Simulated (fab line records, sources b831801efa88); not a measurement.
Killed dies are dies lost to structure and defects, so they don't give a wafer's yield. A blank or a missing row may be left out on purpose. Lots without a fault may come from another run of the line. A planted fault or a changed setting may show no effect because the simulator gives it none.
Split-lot experiment | flow sky130 | 5 lots, 23 wafers read, on a route of 708 steps

THE SPLIT
At SKY_LOCAL_INTERCONNECT_EXPOSE_08 (exposes mask LI1M, target cd 170 nm), the setting dose_mj was moved away from the recipe's 28 on 4 of the 23 wafers read, by -3.2% to -3.0%. The other wafers ran this setting at the recipe's value.

FROM THE SPLIT TO THE READING: what the file shows between them, 2 steps
- SKY_LOCAL_INTERCONNECT_PEB_09
- SKY_LOCAL_INTERCONNECT_DEVELOP_10: develop time 60 s

THE READING
cd_nm, in nm, at SKY_LOCAL_INTERCONNECT_CD_MEAS_11 (target cd 170 nm). Fault-free wafers of this fab line usually give 170.6 nm, standard deviation 1.4 nm.

wafer  | tool, chamber at the split | dose_mj as run | against the recipe | cd_nm, nm | against lot-mates on the recipe
L074.1 | krf_scanner-02, 0          | 27.15          | -3.0%              | 174.4     | +6.2
L074.3 | krf_scanner-02, 0          | 28             | recipe             | 168.3     | -
L074.4 | krf_scanner-02, 0          | 28             | recipe             | 168.2     | -
L074.5 | krf_scanner-02, 0          | 28             | recipe             | 168.2     | -
L074.6 | krf_scanner-02, 0          | 27.15          | -3.0%              | 174.3     | +6.1
L080.1 | krf_scanner-02, 0          | 28             | recipe             | 173.0     | -
L080.2 | krf_scanner-02, 0          | 28             | recipe             | 173.5     | -
L080.3 | krf_scanner-02, 0          | 28             | recipe             | 173.1     | -
L080.4 | krf_scanner-02, 0          | 28             | recipe             | 172.0     | -
L080.5 | krf_scanner-02, 0          | 28             | recipe             | 171.4     | -
L081.1 | krf_scanner-01, 0          | 28             | recipe             | 173.0     | -
L081.3 | krf_scanner-01, 0          | 28             | recipe             | 171.5     | -
L081.6 | krf_scanner-01, 0          | 28             | recipe             | 170.8     | -
L083.1 | krf_scanner-02, 0          | 28             | recipe             | 171.1     | -
L083.2 | krf_scanner-02, 0          | 28             | recipe             | 171.8     | -
L083.3 | krf_scanner-02, 0          | 28             | recipe             | 170.9     | -
L083.4 | krf_scanner-02, 0          | 28             | recipe             | 169.3     | -
L083.6 | krf_scanner-02, 0          | 28             | recipe             | 170.1     | -
L085.1 | krf_scanner-02, 0          | 27.1           | -3.2%              | 177.2     | +6.0
L085.2 | krf_scanner-02, 0          | 28             | recipe             | 170.9     | -
L085.3 | krf_scanner-02, 0          | 28             | recipe             | 170.7     | -
L085.4 | krf_scanner-02, 0          | 28             | recipe             | 172.0     | -
L085.5 | krf_scanner-02, 0          | 27.1           | -3.2%              | 177.3     | +6.1

THE FIT
A straight line over all 23 wafers: cd_nm changes by -1.54 nm for each +1% of dose_mj; r = -0.76; the points scatter about the line by 1.6 nm.
The same after taking each lot's own level away (the mean of its wafers on the recipe; 23 wafers): -1.94 nm for each +1%; r = -0.96; scatter 0.7 nm.
On that fit, the largest move of dose_mj shifts the reading by 6.2 nm.
The lots' own levels span 168.23 to 172.60 nm, that is 3.1 times the standard deviation above.
So the lot-to-lot level blurs the effect unless lot-mates are compared.
Check: with one of the wafers moved furthest among these (-3.2%) left out of the fit, the line predicts +6.34 nm for it against its lot-mates. It came out at +6 nm against them.

OTHER SPLITS ON THESE WAFERS
These wafers also went through other splits before the reading. Each is held against what the fit with the lots' levels taken away leaves over:
other split on the same wafers   | wafers away from the commonest value | r with cd_nm (lot level and that fit taken away)
SKY_SD_N_STRIP_11 power_w        | 6                                    | -0.04
SKY_LI_CONTACT_ETCH_14 time_s    | 7                                    | -0.15
SKY_LI_CONTACT_CVD_21 temp_c     | 12                                   | +0.03
SKY_LI_CONTACT_CMP_24 platen_rpm | 10                                   | -0.23

THE WHOLE CHAIN: every reading that the file lists as answering this split, in the file's order
step                              | what it does                                                         | reading                                                                   | change (the file's fit)              | r (the file's)
SKY_LOCAL_INTERCONNECT_CD_MEAS_11 | target cd 170 nm                                                     | cd_nm                                                                     | -1.94 nm for each +1% of the setting | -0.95
SKY_LOCAL_INTERCONNECT_ETCH_13    | etches BARC in N2/H2, stops on SiO2, time 45.9 s, target depth 60 nm | LOCAL_INTERCONNECT.cd_nm (the simulator's own value, which no gauge read) | -2.12 nm for each +1% of the setting | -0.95

THE FILE'S OWN FIT
cd_nm changes by -1.94 nm for each +1% of dose_mj, r = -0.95.
